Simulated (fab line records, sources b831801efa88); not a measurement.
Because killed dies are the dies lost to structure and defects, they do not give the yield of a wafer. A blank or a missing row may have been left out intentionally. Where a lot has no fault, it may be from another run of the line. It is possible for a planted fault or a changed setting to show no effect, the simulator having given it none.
Matching of chambers / flow gf180mcu / GF_CONTACT_CMP_27 on cmp-01: 4 sister chambers
The step polishes, stops on SiO2, t overpolish 15 s, target thk 0 nm. 14 wafers are shown with their chamber, then 7 later ones without.

WAFERS PAIRED WITH THEIR CHAMBERS
wafer=L604.3; chamber=3; motor_current_A (A)=10.3; slurry_flow_ml_min=150.6; edge_zone_pressure_frac=1.000
wafer=L604.5; chamber=1; motor_current_A (A)=11.5; slurry_flow_ml_min=150.3; edge_zone_pressure_frac=1.000
wafer=L604.6; chamber=2; motor_current_A (A)=12.7; slurry_flow_ml_min=149.7; edge_zone_pressure_frac=1.000
wafer=L606.3; chamber=0; motor_current_A (A)=10.8; slurry_flow_ml_min=149.6; edge_zone_pressure_frac=1.003
wafer=L606.4; chamber=3; motor_current_A (A)=10.5; slurry_flow_ml_min=150.2; edge_zone_pressure_frac=0.999
wafer=L606.6; chamber=1; motor_current_A (A)=11.9; slurry_flow_ml_min=149.9; edge_zone_pressure_frac=0.993
wafer=L607.2; chamber=1; motor_current_A (A)=12.0; slurry_flow_ml_min=150.3; edge_zone_pressure_frac=0.994
wafer=L607.3; chamber=0; motor_current_A (A)=10.9; slurry_flow_ml_min=150.3; edge_zone_pressure_frac=0.994
wafer=L607.6; chamber=0; motor_current_A (A)=10.7; slurry_flow_ml_min=149.4; edge_zone_pressure_frac=0.994
wafer=L608.1; chamber=2; motor_current_A (A)=11.9; slurry_flow_ml_min=149.5; edge_zone_pressure_frac=0.991
wafer=L608.3; chamber=1; motor_current_A (A)=11.3; slurry_flow_ml_min=149.6; edge_zone_pressure_frac=0.993
wafer=L608.4; chamber=3; motor_current_A (A)=10.1; slurry_flow_ml_min=150.1; edge_zone_pressure_frac=1.007
wafer=L609.1; chamber=2; motor_current_A (A)=12.6; slurry_flow_ml_min=150.0; edge_zone_pressure_frac=0.998
wafer=L609.2; chamber=0; motor_current_A (A)=11.1; slurry_flow_ml_min=149.2; edge_zone_pressure_frac=1.002

SIGNATURES (averages over the wafers above)
reading=motor_current_A; chamber 0=10.875; chamber 1=11.675; chamber 2=12.400; chamber 3=10.300; scatter within a chamber=0.296
reading=slurry_flow_ml_min; chamber 0=149.625; chamber 1=150.025; chamber 2=149.733; chamber 3=150.300; scatter within a chamber=0.361
reading=edge_zone_pressure_frac; chamber 0=0.99825; chamber 1=0.99500; chamber 2=0.99633; chamber 3=1.00200; scatter within a chamber=0.00435
Rule: a wafer lies at a distance from a chamber equal to the root of the sum of squares, over the readings, of (its reading less the chamber's mean, divided by the reading's scatter). If the next closest chamber is less than 2 further off than the closest, the wafer can't be placed; otherwise it belongs to the closest. The scatter: the root of (the sum of the squares of (reading less its chamber's mean) over the shown wafers, divided by (wafers less chambers)).

WAFERS WHOSE CHAMBER IS MISSING
wafer=L609.3; motor_current_A (A)=10.7; slurry_flow_ml_min=149.8; edge_zone_pressure_frac=0.998
wafer=L611.2; motor_current_A (A)=12.1; slurry_flow_ml_min=150.9; edge_zone_pressure_frac=1.003
wafer=L611.3; motor_current_A (A)=10.9; slurry_flow_ml_min=151.1; edge_zone_pressure_frac=1.001
wafer=L611.6; motor_current_A (A)=10.6; slurry_flow_ml_min=150.8; edge_zone_pressure_frac=0.998
wafer=L612.1; motor_current_A (A)=11.4; slurry_flow_ml_min=149.7; edge_zone_pressure_frac=1.000
wafer=L612.3; motor_current_A (A)=11.0; slurry_flow_ml_min=149.4; edge_zone_pressure_frac=1.001
wafer=L612.6; motor_current_A (A)=11.9; slurry_flow_ml_min=150.9; edge_zone_pressure_frac=0.996

WHICH CHAMBER EACH WENT THROUGH
wafer=L609.3; from the rows above=can't be placed: 0 or 3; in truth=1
wafer=L611.2; from the rows above=can't be placed: 1 or 2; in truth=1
wafer=L611.3; from the rows above=can't be placed: 3 or 0 or 1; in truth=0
wafer=L611.6; from the rows above=can't be placed: 3 or 0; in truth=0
wafer=L612.1; from the rows above=can't be placed: 1 or 0 or 2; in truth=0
wafer=L612.3; from the rows above=0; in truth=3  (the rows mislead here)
wafer=L612.6; from the rows above=can't be placed: 1 or 2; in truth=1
0 of 7 placed correctly. These rows do not allow placing 6 (true chamber among the candidates in 5). Wrongly placed: 1.
